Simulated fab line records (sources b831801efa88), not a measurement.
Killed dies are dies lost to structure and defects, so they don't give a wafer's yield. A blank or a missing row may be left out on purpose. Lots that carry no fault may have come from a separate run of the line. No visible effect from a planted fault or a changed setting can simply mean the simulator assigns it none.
fab line records | flow gf180mcu
record lots=14 | wafers=42 | last-day=34
route steps=602 shown VT_IMPLANT@108 CONTACT@287 M2@364
lots that met no fault: from a run of the same line without faults
start-h: the number of hours between the record's first day and the start of the first shown wafer of the lot | wait-h: hours from the lot's prior step to this one | " same as the row above | L1.1+2: several wafers, shown together as one row | - no value present, or no start provided | * or withheld: withheld | < > ~ a bound
route shown NAME@n: a module of which the file shows steps, and the number in the route of the first | usual: mean and standard deviation over wafers with no fault | same: alike in all rows | chamber/n: place in a boat | sites: per-site readings | _std_site: standard deviation across them | _edge_site: inner sites' mean taken away from outer sites' mean | radius-mm: how far each site lies from the wafer's centre | mask NAME#n: copy n | behind: the tool/chamber that last shaped the wafer | hold: reason for holding the lot/hours on hold/outcome of the hold | device: names the non-switching transistor (n, p or np) | end of line: at the end of the route, the tests of the same wafers | for a step that has no rows: nothing shown but its recipe | killed: at the first sort, the dies lost to defects and structure; wafer yield is something else | map: the dies of a wafer, with x for killed, . for not killed, _ for no die there
set.NAME: setting as actually run; set.NAME@STEP: the setting as run at that earlier step | model.NAME: the simulator's own value behind a step, which no gauge read
steps of the route over a sample of lots; a table a step, a row a wafer
services: a tool's chamber out of use, with start hour (start-h, from the record's first day; less than 0 if before it), hours out, and reason
## steps
# step GF_VT_IMPLANT_OVL_MEAS_18
# usual VT_IMPLANT_01_OVL=0.2/1.5
lot.wafer | tool       | chamber | start-h | wait-h | VT_IMPLANT_01_OVL[nm]
L430.1    | overlay-02 | -       | 132.67  | 0.1    | 4.2
L430.3    | "          | -       | "       | "      | 3.1
L430.4    | "          | -       | "       | "      | 0.9
L431.1    | overlay-02 | -       | 136.61  | 0.1    | 1.2
L431.3    | "          | -       | "       | "      | -2.0
L431.6    | "          | -       | "       | "      | -1.5
L433.1    | overlay-02 | -       | 150.06  | 0.1    | -1.1
L433.3    | "          | -       | "       | "      | -1.2
L433.6    | "          | -       | "       | "      | -0.2
L434.1    | overlay-02 | -       | 162.97  | 0.1    | 0.1
L434.5    | "          | -       | "       | "      | -0.3
L434.6    | "          | -       | "       | "      | -1.2
L435.3    | overlay-01 | -       | 165.90  | 0.1    | 2.4
L435.4    | "          | -       | "       | "      | 1.7
L435.5    | "          | -       | "       | "      | -0.1
L436.1    | overlay-02 | -       | 172.64  | 0.1    | -2.8
L436.3    | "          | -       | "       | "      | 0.1
L436.4    | "          | -       | "       | "      | -1.7
L437.3    | overlay-02 | -       | 178.33  | 0.1    | 2.8
L437.4    | "          | -       | "       | "      | 2.1
L437.6    | "          | -       | "       | "      | 0.9
L439.3    | overlay-02 | -       | 191.68  | 0.1    | 0.8
L439.5    | "          | -       | "       | "      | 0.7
L439.6    | "          | -       | "       | "      | -0.3
L440.1    | overlay-02 | -       | 199.52  | 0.1    | -1.1
L440.3    | "          | -       | "       | "      | 0.0
L440.6    | "          | -       | "       | "      | -0.4
L441.2    | overlay-02 | -       | 206.56  | 0.1    | 0.6
L441.4    | "          | -       | "       | "      | 0.7
L441.5    | "          | -       | "       | "      | -0.1
L446.1    | overlay-01 | -       | 233.85  | 0.1    | 0.5
L446.4    | "          | -       | "       | "      | 1.2
L446.6    | "          | -       | "       | "      | 2.1
L449.1    | overlay-02 | -       | 253.99  | 0.1    | -1.0
L449.3    | "          | -       | "       | "      | -1.2
L449.4    | "          | -       | "       | "      | 0.7
L450.3    | overlay-02 | -       | 262.48  | 0.1    | -1.8
L450.4    | "          | -       | "       | "      | -1.3
L450.5    | "          | -       | "       | "      | -2.2
L451.1    | overlay-01 | -       | 268.52  | 0.1    | 2.6
L451.3    | "          | -       | "       | "      | 0.4
L451.4    | "          | -       | "       | "      | 1.4
# step GF_CONTACT_CVD_00
# recipe material=SiO2 | target-thk-nm=300 | sigma-open-frac=0.3 | temp-c=400 | time-s=50 | sih4-flow-sccm=60 | pressure-mtorr=6
lot.wafer  | tool      | chamber | start-h | wait-h
L430.1+3+4 | hdpcvd-01 | 2,1,2   | 350.68  | 0.1
L431.1+3+6 | hdpcvd-01 | 0,1,2   | 357.12  | 0.1
L433.1+3+6 | hdpcvd-02 | 1       | 376.60  | 0.1
L434.1+5+6 | hdpcvd-01 | 0,1,0   | 392.71  | 0.1
L435.3+4+5 | hdpcvd-02 | 1,2,0   | 399.97  | 0.1
L436.1+3+4 | hdpcvd-02 | 0,2,2   | 406.85  | 0.1
L437.3+4+6 | hdpcvd-01 | 1,1,0   | 409.76  | 0.1
L439.3+5+6 | hdpcvd-01 | 0,1,2   | 433.28  | 0.1
L440.1+3+6 | hdpcvd-01 | 0,2,0   | 443.12  | 0.1
L441.2+4+5 | hdpcvd-01 | 1,2,1   | 451.98  | 0.1
L446.1+4+6 | hdpcvd-01 | 0,0,1   | 487.61  | 0.1
L446.1+4+6 | hdpcvd-01 | 0,0,1   | 487.82  | 0.2
L449.1+3+4 | hdpcvd-01 | 2,1,1   | 513.76  | 0.1
L449.1+3+4 | hdpcvd-01 | 2,1,1   | 513.98  | 0.2
L450.3+4+5 | hdpcvd-01 | 2,0,1   | 521.92  | 0.1
L451.1+3+4 | hdpcvd-01 | 0,1,2   | 528.78  | 0.1
# step GF_CONTACT_THK_MEAS_01
# recipe reads=SiO2_of_CONTACT_CVD_00
# usual CONTACT_CVD_00_THK=300/3.4
lot.wafer | tool          | chamber | start-h | wait-h | CONTACT_CVD_00_THK[nm]
L430.1    | film-metro-04 | -       | 350.73  | 0.0    | 305
L430.3    | "             | -       | "       | "      | 306
L430.4    | "             | -       | "       | "      | 304
L431.1    | film-metro-02 | -       | 357.16  | 0.0    | 292
L431.3    | "             | -       | "       | "      | 303
L431.6    | "             | -       | "       | "      | 299
L433.1    | film-metro-01 | -       | 376.66  | 0.0    | 298
L433.3    | "             | -       | "       | "      | 298
L433.6    | "             | -       | "       | "      | 301
L434.1    | film-metro-01 | -       | 392.76  | 0.0    | 300
L434.5    | "             | -       | "       | "      | 298
L434.6    | "             | -       | "       | "      | 296
L435.3    | film-metro-04 | -       | 400.04  | 0.0    | 302
L435.4    | "             | -       | "       | "      | 301
L435.5    | "             | -       | "       | "      | 300
L436.1    | film-metro-01 | -       | 406.89  | 0.0    | 301
L436.3    | "             | -       | "       | "      | 300
L436.4    | "             | -       | "       | "      | 306
L437.3    | film-metro-01 | -       | 409.82  | 0.0    | 298
L437.4    | "             | -       | "       | "      | 304
L437.6    | "             | -       | "       | "      | 300
L439.3    | film-metro-04 | -       | 433.34  | 0.0    | 300
L439.5    | "             | -       | "       | "      | 301
L439.6    | "             | -       | "       | "      | 300
L440.1    | film-metro-04 | -       | 443.16  | 0.0    | 296
L440.3    | "             | -       | "       | "      | 294
L440.6    | "             | -       | "       | "      | 295
L441.2    | film-metro-04 | -       | 452.04  | 0.0    | 302
L441.4    | "             | -       | "       | "      | 301
L441.5    | "             | -       | "       | "      | 298
L446.1    | film-metro-02 | -       | 487.86  | 0.0    | 601
L446.4    | "             | -       | "       | "      | 599
L446.6    | "             | -       | "       | "      | 601
L446.1    | film-metro-02 | -       | 488.09  | 0.2    | 600
L446.4    | "             | -       | "       | "      | 599
L446.6    | "             | -       | "       | "      | 601
L449.1    | film-metro-01 | -       | 514.02  | 0.0    | 596
L449.3    | "             | -       | "       | "      | 597
L449.4    | "             | -       | "       | "      | 598
L449.1    | film-metro-01 | -       | 514.25  | 0.2    | 596
L449.3    | "             | -       | "       | "      | 597
L449.4    | "             | -       | "       | "      | 599
L450.3    | film-metro-01 | -       | 521.98  | 0.0    | 298
L450.4    | "             | -       | "       | "      | 295
L450.5    | "             | -       | "       | "      | 297
L451.1    | film-metro-01 | -       | 528.82  | 0.0    | 295
L451.3    | "             | -       | "       | "      | 300
L451.4    | "             | -       | "       | "      | 299
# step GF_M2_SPUTTER_02
# recipe material=AlCu | target-thk-nm=450 | power-w=10600 | time-s=23.9 | chamber-pressure-pa=0.4
# usual throttle-valve-pct=29.8/1
lot.wafer | tool           | chamber | start-h | wait-h | throttle-valve-pct
L430.1    | pvd-sputter-01 | -       | 423.51  | 0.0    | 29.9
L430.3    | "              | -       | "       | "      | 28.3
L430.4    | "              | -       | "       | "      | 29.2
L431.1    | pvd-sputter-03 | -       | 430.02  | 0.0    | 30.5
L431.3    | "              | -       | "       | "      | 30.5
L431.6    | "              | -       | "       | "      | 30.6
L433.1    | pvd-sputter-03 | -       | 455.04  | 0.0    | 30.7
L433.3    | "              | -       | "       | "      | 30.3
L433.6    | "              | -       | "       | "      | 30.3
L434.1    | pvd-sputter-04 | -       | 467.59  | 0.0    | 27.1
L434.5    | "              | -       | "       | "      | 30.6
L434.6    | "              | -       | "       | "      | 29.4
L435.3    | pvd-sputter-01 | -       | 476.74  | 0.0    | 28.2
L435.4    | "              | -       | "       | "      | 29.1
L435.5    | "              | -       | "       | "      | 28.1
L436.1    | pvd-sputter-04 | -       | 484.31  | 0.0    | 27.2
L436.3    | "              | -       | "       | "      | 30.9
L436.4    | "              | -       | "       | "      | 29.5
L437.3    | pvd-sputter-01 | -       | 487.63  | 0.0    | 28.2
L437.4    | "              | -       | "       | "      | 30.4
L437.6    | "              | -       | "       | "      | 30.7
L439.3    | pvd-sputter-03 | -       | 511.05  | 0.0    | 30.2
L439.5    | "              | -       | "       | "      | 30.3
L439.6    | "              | -       | "       | "      | 30.5
L440.1    | pvd-sputter-01 | -       | 520.33  | 0.0    | 30.8
L440.3    | "              | -       | "       | "      | 28.2
L440.6    | "              | -       | "       | "      | 28.1
L441.2    | pvd-sputter-04 | -       | 528.72  | 0.0    | 29.5
L441.4    | "              | -       | "       | "      | 30.8
L441.5    | "              | -       | "       | "      | 30.7
L450.3    | pvd-sputter-03 | -       | 593.17  | 0.0    | 30.5
L450.4    | "              | -       | "       | "      | 30.6
L450.5    | "              | -       | "       | "      | 30.6
L451.1    | pvd-sputter-03 | -       | 598.65  | 0.0    | 30.0
L451.3    | "              | -       | "       | "      | 30.5
L451.4    | "              | -       | "       | "      | 30.5
# step GF_M2_SPUTTER_03
# recipe material=Ti | target-thk-nm=10 | substrate-temp-c=300 | chamber-pressure-pa=0.3 | power-w=3000 | time-s=6.7
# usual throttle-valve-pct=29.7/1
lot.wafer | tool           | chamber | start-h | wait-h | throttle-valve-pct
L430.1    | pvd-sputter-01 | -       | 423.54  | 0.0    | 30.1
L430.3    | "              | -       | "       | "      | 28.1
L430.4    | "              | -       | "       | "      | 29.3
L431.1    | pvd-sputter-03 | -       | 430.05  | 0.0    | 30.5
L431.3    | "              | -       | "       | "      | 30.8
L431.6    | "              | -       | "       | "      | 30.6
L433.1    | pvd-sputter-03 | -       | 455.07  | 0.0    | 30.5
L433.3    | "              | -       | "       | "      | 30.3
L433.6    | "              | -       | "       | "      | 30.3
L434.1    | pvd-sputter-04 | -       | 467.62  | 0.0    | 27.1
L434.5    | "              | -       | "       | "      | 30.5
L434.6    | "              | -       | "       | "      | 29.4
L435.3    | pvd-sputter-01 | -       | 476.77  | 0.0    | 28.1
L435.4    | "              | -       | "       | "      | 29.1
L435.5    | "              | -       | "       | "      | 28.3
L436.1    | pvd-sputter-04 | -       | 484.34  | 0.0    | 27.3
L436.3    | "              | -       | "       | "      | 30.7
L436.4    | "              | -       | "       | "      | 29.5
L437.3    | pvd-sputter-01 | -       | 487.66  | 0.0    | 28.0
L437.4    | "              | -       | "       | "      | 30.0
L437.6    | "              | -       | "       | "      | 30.7
L439.3    | pvd-sputter-03 | -       | 511.08  | 0.0    | 30.1
L439.5    | "              | -       | "       | "      | 30.4
L439.6    | "              | -       | "       | "      | 30.3
L440.1    | pvd-sputter-01 | -       | 520.36  | 0.0    | 30.9
L440.3    | "              | -       | "       | "      | 28.1
L440.6    | "              | -       | "       | "      | 28.2
L441.2    | pvd-sputter-04 | -       | 528.75  | 0.0    | 29.4
L441.4    | "              | -       | "       | "      | 30.8
L441.5    | "              | -       | "       | "      | 30.7
L450.3    | pvd-sputter-03 | -       | 593.20  | 0.0    | 30.6
L450.4    | "              | -       | "       | "      | 30.7
L450.5    | "              | -       | "       | "      | 30.6
L451.1    | pvd-sputter-03 | -       | 598.68  | 0.0    | 30.3
L451.3    | "              | -       | "       | "      | 30.5
L451.4    | "              | -       | "       | "      | 30.6
## services
tool           | chamber | start-h | hours | kind
pvd-sputter-01 | 0       | 330.45  | -     | consumable-replace:kit
pvd-sputter-01 | 0       | 330.45  | 18.0  | scheduled-down
pvd-sputter-01 | 0       | 330.45  | 18.0  | vent-cycle
pvd-sputter-03 | -       | 333.26  | 9.7   | repair
hdpcvd-02      | 0       | 374.85  | 5.2   | repair
hdpcvd-01      | -       | 409.98  | 6.0   | pm
pvd-sputter-03 | -       | 417.47  | 10.6  | repair
hdpcvd-02      | -       | 439.96  | 14.6  | pm
hdpcvd-02      | -       | 458.35  | 0.5   | repair
pvd-sputter-03 | 0       | 467.59  | -     | consumable-replace:kit
pvd-sputter-03 | 0       | 467.59  | 18.0  | scheduled-down
pvd-sputter-03 | 0       | 467.59  | 18.0  | vent-cycle
hdpcvd-02      | -       | 487.29  | 3.3   | repair
hdpcvd-01      | -       | 505.20  | 5.5   | pm
hdpcvd-02      | 1       | 517.48  | 5.1   | repair
hdpcvd-01      | -       | 539.25  | 15.0  | pm
hdpcvd-01      | 0       | 539.25  | 15.0  | vent-cycle
hdpcvd-01      | 1       | 539.25  | 15.0  | vent-cycle
hdpcvd-01      | 2       | 539.25  | 15.0  | vent-cycle
hdpcvd-01      | 0       | 554.25  | -     | clean
hdpcvd-01      | 1       | 554.25  | -     | clean
hdpcvd-01      | 2       | 554.25  | -     | clean
pvd-sputter-04 | -       | 566.72  | 5.2   | repair
pvd-sputter-03 | -       | 586.59  | 6.1   | repair
## key
first-sign step=GF_CONTACT_CVD_00 | reading=visit | direction=added
effect step=GF_CONTACT_THK_MEAS_01 | reading=visit | direction=added
effect step=GF_CONTACT_THK_MEAS_01 | reading=CONTACT_CVD_00_THK | direction=up | sigmas=87 | usual=300 | struck=599
met-at GF_CONTACT_CVD_00
struck-lots L446,L449
scrapped-behind GF_CONTACT_THK_MEAS_01 L446.1,L446.4,L446.6,L449.1,L449.3,L449.4
not-acting-at GF_VT_IMPLANT_OVL_MEAS_18,GF_M2_SPUTTER_02,GF_M2_SPUTTER_03
fault kind=repeated-step-whole | tool=hdpcvd-01,hdpcvd-02 | chamber=- | onset-h=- | steps=GF_CONTACT_CVD_00 | times=1 | scope=struck-lots-only
